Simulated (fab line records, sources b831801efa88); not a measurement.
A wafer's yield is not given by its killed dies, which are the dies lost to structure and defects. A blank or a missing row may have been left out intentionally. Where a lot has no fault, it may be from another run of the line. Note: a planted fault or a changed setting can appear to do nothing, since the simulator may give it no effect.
Which tool did it? / flow gf180mcu / Sampling: 15 lots, 45 wafers, 4 of 602 route steps

## WHAT THE GAUGES SHOWED, per wafer
The record holds no reading of a measuring or inspecting step that can be judged against a usual standard deviation.

## TOOL THAT RAN EACH LOT (tool first, then ch and the chambers of the sampled wafers, then the start)
lot=L763; GF_NSD_DEVELOP_06=lithoTrack-02 ch 0, day 13 21:20; GF_SAB_STRIP_13=plasmaAsher-02 ch 1, day 15 18:02; GF_CONTACT_STRIP_18=plasmaAsher-03 ch 0,1, day 16 18:21; GF_M1_SPUTTER_01=pvdSputter-01, day 16 19:26
lot=L764; GF_NSD_DEVELOP_06=lithoTrack-01 ch 0, day 14 04:29; GF_SAB_STRIP_13=plasmaAsher-02 ch 0,1, day 16 01:16; GF_CONTACT_STRIP_18=plasmaAsher-04 ch 0,1, day 17 01:58; GF_M1_SPUTTER_01=pvdSputter-01, day 17 03:02
lot=L766; GF_NSD_DEVELOP_06=lithoTrack-02 ch 0, day 14 20:53; GF_SAB_STRIP_13=plasmaAsher-03 ch 0,1, day 16 18:54; GF_CONTACT_STRIP_18=plasmaAsher-04 ch 0,1, day 17 20:07; GF_M1_SPUTTER_01=pvdSputter-02, day 17 21:11
lot=L767; GF_NSD_DEVELOP_06=lithoTrack-01 ch 0, day 14 23:44; GF_SAB_STRIP_13=plasmaAsher-01 ch 0,1, day 16 21:32; GF_CONTACT_STRIP_18=plasmaAsher-03 ch 0,1, day 17 22:54; GF_M1_SPUTTER_01=pvdSputter-02, day 17 23:59
lot=L768; GF_NSD_DEVELOP_06=lithoTrack-04 ch 0, day 15 14:41; GF_SAB_STRIP_13=plasmaAsher-02 ch 0,1, day 17 13:31; GF_CONTACT_STRIP_18=plasmaAsher-04 ch 0,1, day 18 14:53; GF_M1_SPUTTER_01=pvdSputter-01, day 18 15:56
lot=L770; GF_NSD_DEVELOP_06=lithoTrack-02 ch 0, day 16 13:24; GF_SAB_STRIP_13=plasmaAsher-01 ch 0,1, day 18 12:47; GF_CONTACT_STRIP_18=plasmaAsher-01 ch 0,1, day 19 15:13; GF_M1_SPUTTER_01=pvdSputter-01, day 19 16:23
lot=L772; GF_NSD_DEVELOP_06=lithoTrack-04 ch 0, day 17 02:26; GF_SAB_STRIP_13=plasmaAsher-03 ch 0,1, day 19 03:56; GF_CONTACT_STRIP_18=plasmaAsher-01 ch 0,1, day 20 06:22; GF_M1_SPUTTER_01=pvdSputter-02, day 20 07:24
lot=L777; GF_NSD_DEVELOP_06=lithoTrack-01 ch 0, day 18 22:59; GF_SAB_STRIP_13=plasmaAsher-02 ch 0,1, day 21 01:57; GF_CONTACT_STRIP_18=plasmaAsher-01 ch 0, day 22 03:12; GF_M1_SPUTTER_01=pvdSputter-01, day 22 04:17
lot=L776; GF_NSD_DEVELOP_06=lithoTrack-01, day 19 00:32; GF_SAB_STRIP_13=plasmaAsher-01 ch 0,1, day 21 02:56; GF_CONTACT_STRIP_18=plasmaAsher-01 ch 0,1, day 22 04:37; GF_M1_SPUTTER_01=pvdSputter-03, day 22 05:41
lot=L778; GF_NSD_DEVELOP_06=lithoTrack-01, day 19 04:17; GF_SAB_STRIP_13=plasmaAsher-01 ch 0,1, day 21 06:24; GF_CONTACT_STRIP_18=plasmaAsher-03 ch 0,1, day 22 07:12; GF_M1_SPUTTER_01=pvdSputter-01, day 22 08:22
lot=L780; GF_NSD_DEVELOP_06=lithoTrack-02, day 19 22:32; GF_SAB_STRIP_13=plasmaAsher-02 ch 0,1, day 21 23:49; GF_CONTACT_STRIP_18=plasmaAsher-03 ch 0,1, day 23 00:27; GF_M1_SPUTTER_01=pvdSputter-03, day 23 01:32
lot=L781; GF_NSD_DEVELOP_06=lithoTrack-02 ch 0, day 20 06:45; GF_SAB_STRIP_13=plasmaAsher-01 ch 0, day 22 06:43; GF_CONTACT_STRIP_18=plasmaAsher-03 ch 0,1, day 23 08:16; GF_M1_SPUTTER_01=pvdSputter-02, day 23 09:20
lot=L782; GF_NSD_DEVELOP_06=lithoTrack-04 ch 0, day 20 14:49; GF_SAB_STRIP_13=plasmaAsher-02 ch 0,1, day 22 15:31; GF_CONTACT_STRIP_18=plasmaAsher-03 ch 0,1, day 23 15:36; GF_M1_SPUTTER_01=pvdSputter-03, day 23 16:41
lot=L783; GF_NSD_DEVELOP_06=lithoTrack-01 ch 0, day 20 21:35; GF_SAB_STRIP_13=plasmaAsher-02 ch 0,1, day 22 22:22; GF_CONTACT_STRIP_18=plasmaAsher-01 ch 0,1, day 23 22:34; GF_M1_SPUTTER_01=pvdSputter-03, day 23 23:40
lot=L784; GF_NSD_DEVELOP_06=lithoTrack-02 ch 0, day 21 10:12; GF_SAB_STRIP_13=plasmaAsher-03 ch 0,1, day 23 10:39; GF_CONTACT_STRIP_18=plasmaAsher-04 ch 0,1, day 24 10:41; GF_M1_SPUTTER_01=pvdSputter-01, day 24 11:44
- GF_NSD_DEVELOP_06: develop time 60 s.
- GF_SAB_STRIP_13: strips in O2/N2.
- GF_CONTACT_STRIP_18: strips in O2/N2.
- GF_M1_SPUTTER_01: material TiN, target thk 30 nm, time 25 s.

## AS READ BY THE TOOLS THEMSELVES (means over the sampled wafers that have a number; for cases with no such wafer, the mark the record gives instead)
GF_NSD_DEVELOP_06.
lot=L763; tool=lithoTrack-02; chillPlateTempC (C)=23.05
lot=L764; tool=lithoTrack-01; chillPlateTempC (C)=22.94
lot=L766; tool=lithoTrack-02; chillPlateTempC (C)=22.92
lot=L767; tool=lithoTrack-01; chillPlateTempC (C)=23.14
lot=L768; tool=lithoTrack-04; chillPlateTempC (C)=22.96
lot=L770; tool=lithoTrack-02; chillPlateTempC (C)=22.99
lot=L772; tool=lithoTrack-04; chillPlateTempC (C)=22.96
lot=L777; tool=lithoTrack-01; chillPlateTempC (C)=23.04
lot=L776; tool=lithoTrack-01; chillPlateTempC (C)=-
lot=L778; tool=lithoTrack-01; chillPlateTempC (C)=-
lot=L780; tool=lithoTrack-02; chillPlateTempC (C)=-
lot=L781; tool=lithoTrack-02; chillPlateTempC (C)=22.93
lot=L782; tool=lithoTrack-04; chillPlateTempC (C)=23.03
lot=L783; tool=lithoTrack-01; chillPlateTempC (C)=23.07
lot=L784; tool=lithoTrack-02; chillPlateTempC (C)=23.00

GF_SAB_STRIP_13.
lot=L763; tool=plasmaAsher-02; drypumpMotorCurrentA (A)=5.4; heaterPowerW (W)=286; o2FlowSccm (sccm)=2999; oesProductAu (a.u.)=0.712; platenTempC (C)=250.09; stripTimeToEndpointS (s)=12.625
lot=L764; tool=plasmaAsher-02; drypumpMotorCurrentA (A)=6.1; heaterPowerW (W)=343; o2FlowSccm (sccm)=2996; oesProductAu (a.u.)=0.714; platenTempC (C)=249.95; stripTimeToEndpointS (s)=12.644
lot=L766; tool=plasmaAsher-03; drypumpMotorCurrentA (A)=5.6; heaterPowerW (W)=369; o2FlowSccm (sccm)=2998; oesProductAu (a.u.)=0.709; platenTempC (C)=249.84; stripTimeToEndpointS (s)=12.628
lot=L767; tool=plasmaAsher-01; drypumpMotorCurrentA (A)=5.5; heaterPowerW (W)=330; o2FlowSccm (sccm)=3000; oesProductAu (a.u.)=0.710; platenTempC (C)=250.11; stripTimeToEndpointS (s)=12.618
lot=L768; tool=plasmaAsher-02; drypumpMotorCurrentA (A)=5.7; heaterPowerW (W)=314; o2FlowSccm (sccm)=3001; oesProductAu (a.u.)=0.705; platenTempC (C)=250.02; stripTimeToEndpointS (s)=12.624
lot=L770; tool=plasmaAsher-01; drypumpMotorCurrentA (A)=5.8; heaterPowerW (W)=318; o2FlowSccm (sccm)=2997; oesProductAu (a.u.)=0.707; platenTempC (C)=249.94; stripTimeToEndpointS (s)=12.593
lot=L772; tool=plasmaAsher-03; drypumpMotorCurrentA (A)=5.9; heaterPowerW (W)=324; o2FlowSccm (sccm)=3006; oesProductAu (a.u.)=0.707; platenTempC (C)=249.94; stripTimeToEndpointS (s)=12.592
lot=L777; tool=plasmaAsher-02; drypumpMotorCurrentA (A)=6.0; heaterPowerW (W)=337; o2FlowSccm (sccm)=2999; oesProductAu (a.u.)=0.710; platenTempC (C)=249.92; stripTimeToEndpointS (s)=12.584
lot=L776; tool=plasmaAsher-01; drypumpMotorCurrentA (A)=5.5; heaterPowerW (W)=325; o2FlowSccm (sccm)=3002; oesProductAu (a.u.)=0.710; platenTempC (C)=249.99; stripTimeToEndpointS (s)=12.643
lot=L778; tool=plasmaAsher-01; drypumpMotorCurrentA (A)=5.5; heaterPowerW (W)=327; o2FlowSccm (sccm)=2988; oesProductAu (a.u.)=0.713; platenTempC (C)=249.94; stripTimeToEndpointS (s)=12.616
lot=L780; tool=plasmaAsher-02; drypumpMotorCurrentA (A)=6.0; heaterPowerW (W)=341; o2FlowSccm (sccm)=2999; oesProductAu (a.u.)=0.716; platenTempC (C)=249.84; stripTimeToEndpointS (s)=12.624
lot=L781; tool=plasmaAsher-01; drypumpMotorCurrentA (A)=6.1; heaterPowerW (W)=306; o2FlowSccm (sccm)=2999; oesProductAu (a.u.)=0.714; platenTempC (C)=249.95; stripTimeToEndpointS (s)=12.628
lot=L782; tool=plasmaAsher-02; drypumpMotorCurrentA (A)=6.0; heaterPowerW (W)=338; o2FlowSccm (sccm)=3011; oesProductAu (a.u.)=0.710; platenTempC (C)=250.11; stripTimeToEndpointS (s)=12.611
lot=L783; tool=plasmaAsher-02; drypumpMotorCurrentA (A)=5.7; heaterPowerW (W)=315; o2FlowSccm (sccm)=2998; oesProductAu (a.u.)=0.709; platenTempC (C)=250.05; stripTimeToEndpointS (s)=12.635
lot=L784; tool=plasmaAsher-03; drypumpMotorCurrentA (A)=5.6; heaterPowerW (W)=351; o2FlowSccm (sccm)=2995; oesProductAu (a.u.)=0.712; platenTempC (C)=249.95; stripTimeToEndpointS (s)=12.638

GF_CONTACT_STRIP_18.
lot=L763; tool=plasmaAsher-03; drypumpMotorCurrentA (A)=5.8; heaterPowerW (W)=333; o2FlowSccm (sccm)=3001; oesProductAu (a.u.)=0.584; platenTempC (C)=250.20
lot=L764; tool=plasmaAsher-04; drypumpMotorCurrentA (A)=5.6; heaterPowerW (W)=304; o2FlowSccm (sccm)=2995; oesProductAu (a.u.)=0.580; platenTempC (C)=250.28
lot=L766; tool=plasmaAsher-04; drypumpMotorCurrentA (A)=5.4; heaterPowerW (W)=290; o2FlowSccm (sccm)=3003; oesProductAu (a.u.)=0.580; platenTempC (C)=250.09
lot=L767; tool=plasmaAsher-03; drypumpMotorCurrentA (A)=5.8; heaterPowerW (W)=334; o2FlowSccm (sccm)=2998; oesProductAu (a.u.)=0.587; platenTempC (C)=250.15
lot=L768; tool=plasmaAsher-04; drypumpMotorCurrentA (A)=5.4; heaterPowerW (W)=293; o2FlowSccm (sccm)=2995; oesProductAu (a.u.)=0.581; platenTempC (C)=249.95
lot=L770; tool=plasmaAsher-01; drypumpMotorCurrentA (A)=5.5; heaterPowerW (W)=328; o2FlowSccm (sccm)=2991; oesProductAu (a.u.)=0.582; platenTempC (C)=249.95
lot=L772; tool=plasmaAsher-01; drypumpMotorCurrentA (A)=5.5; heaterPowerW (W)=327; o2FlowSccm (sccm)=2996; oesProductAu (a.u.)=0.584; platenTempC (C)=250.07
lot=L777; tool=plasmaAsher-01; drypumpMotorCurrentA (A)=6.1; heaterPowerW (W)=305; o2FlowSccm (sccm)=3015; oesProductAu (a.u.)=0.583; platenTempC (C)=249.95
lot=L776; tool=plasmaAsher-01; drypumpMotorCurrentA (A)=5.5; heaterPowerW (W)=331; o2FlowSccm (sccm)=2997; oesProductAu (a.u.)=0.582; platenTempC (C)=249.90
lot=L778; tool=plasmaAsher-03; drypumpMotorCurrentA (A)=5.6; heaterPowerW (W)=350; o2FlowSccm (sccm)=2998; oesProductAu (a.u.)=0.579; platenTempC (C)=249.94
lot=L780; tool=plasmaAsher-03; drypumpMotorCurrentA (A)=5.8; heaterPowerW (W)=327; o2FlowSccm (sccm)=2994; oesProductAu (a.u.)=0.581; platenTempC (C)=249.86
lot=L781; tool=plasmaAsher-03; drypumpMotorCurrentA (A)=5.9; heaterPowerW (W)=325; o2FlowSccm (sccm)=2997; oesProductAu (a.u.)=0.581; platenTempC (C)=250.03
lot=L782; tool=plasmaAsher-03; drypumpMotorCurrentA (A)=5.8; heaterPowerW (W)=325; o2FlowSccm (sccm)=2999; oesProductAu (a.u.)=0.583; platenTempC (C)=249.95
lot=L783; tool=plasmaAsher-01; drypumpMotorCurrentA (A)=5.9; heaterPowerW (W)=315; o2FlowSccm (sccm)=2994; oesProductAu (a.u.)=0.584; platenTempC (C)=249.97
lot=L784; tool=plasmaAsher-04; drypumpMotorCurrentA (A)=5.6; heaterPowerW (W)=301; o2FlowSccm (sccm)=3006; oesProductAu (a.u.)=0.582; platenTempC (C)=249.95

GF_M1_SPUTTER_01.
lot=L763; tool=pvdSputter-01; chamberPressurePa (Pa)=0.3998; throttleValvePct (%)=29.8
lot=L764; tool=pvdSputter-01; chamberPressurePa (Pa)=0.3996; throttleValvePct (%)=28.7
lot=L766; tool=pvdSputter-02; chamberPressurePa (Pa)=0.3993; throttleValvePct (%)=30.6
lot=L767; tool=pvdSputter-02; chamberPressurePa (Pa)=0.3997; throttleValvePct (%)=29.2
lot=L768; tool=pvdSputter-01; chamberPressurePa (Pa)=0.3995; throttleValvePct (%)=29.8
lot=L770; tool=pvdSputter-01; chamberPressurePa (Pa)=0.4002; throttleValvePct (%)=28.2
lot=L772; tool=pvdSputter-02; chamberPressurePa (Pa)=0.3999; throttleValvePct (%)=30.7
lot=L777; tool=pvdSputter-01; chamberPressurePa (Pa)=0.3991; throttleValvePct (%)=29.0
lot=L776; tool=pvdSputter-03; chamberPressurePa (Pa)=0.3998; throttleValvePct (%)=30.2
lot=L778; tool=pvdSputter-01; chamberPressurePa (Pa)=0.3998; throttleValvePct (%)=29.0
lot=L780; tool=pvdSputter-03; chamberPressurePa (Pa)=0.3999; throttleValvePct (%)=29.9
lot=L781; tool=pvdSputter-02; chamberPressurePa (Pa)=0.4004; throttleValvePct (%)=31.0
lot=L782; tool=pvdSputter-03; chamberPressurePa (Pa)=0.4000; throttleValvePct (%)=29.8
lot=L783; tool=pvdSputter-03; chamberPressurePa (Pa)=0.4003; throttleValvePct (%)=30.1
lot=L784; tool=pvdSputter-01; chamberPressurePa (Pa)=0.3993; throttleValvePct (%)=29.5

## THE ANSWER, worked out from the rows above alone
Rule: the lots themselves supply what counts as usual. Put in order of their means at a reading, lots are off if they are a third of the lots or fewer, leave a main group of 4 or more, and stand apart from it by a gap of 3 or more times the standard deviation of the main group's means; of several such gaps the widest counts. If all means in a main group match to the digits the tables above print for the reading, that group is not used. Also off: a lot with no number at a reading for which 4 or more lots have one. Any other lot the step has rows for is counted as sound. The gauges are gone through in route order, then the tools' own readings, and for those a lot's mean is taken as printed above. The first step at which some lot is off is used, and at that step the reading that is off furthest; a lot without a number counts as furthest.
Off: L776, L778, L780, at GF_NSD_DEVELOP_06 (chillPlateTempC). Without a number there: L776, L778, L780. The main group: mean 23.00 C, standard deviation 0.063.
If a tool, at that step or one of the process steps before it, ran each lot that is off and ran no sound lot following the first of them, it fits. None of those tried fits.

## WHAT HAD BEEN PUT IN BY THE SIMULATOR
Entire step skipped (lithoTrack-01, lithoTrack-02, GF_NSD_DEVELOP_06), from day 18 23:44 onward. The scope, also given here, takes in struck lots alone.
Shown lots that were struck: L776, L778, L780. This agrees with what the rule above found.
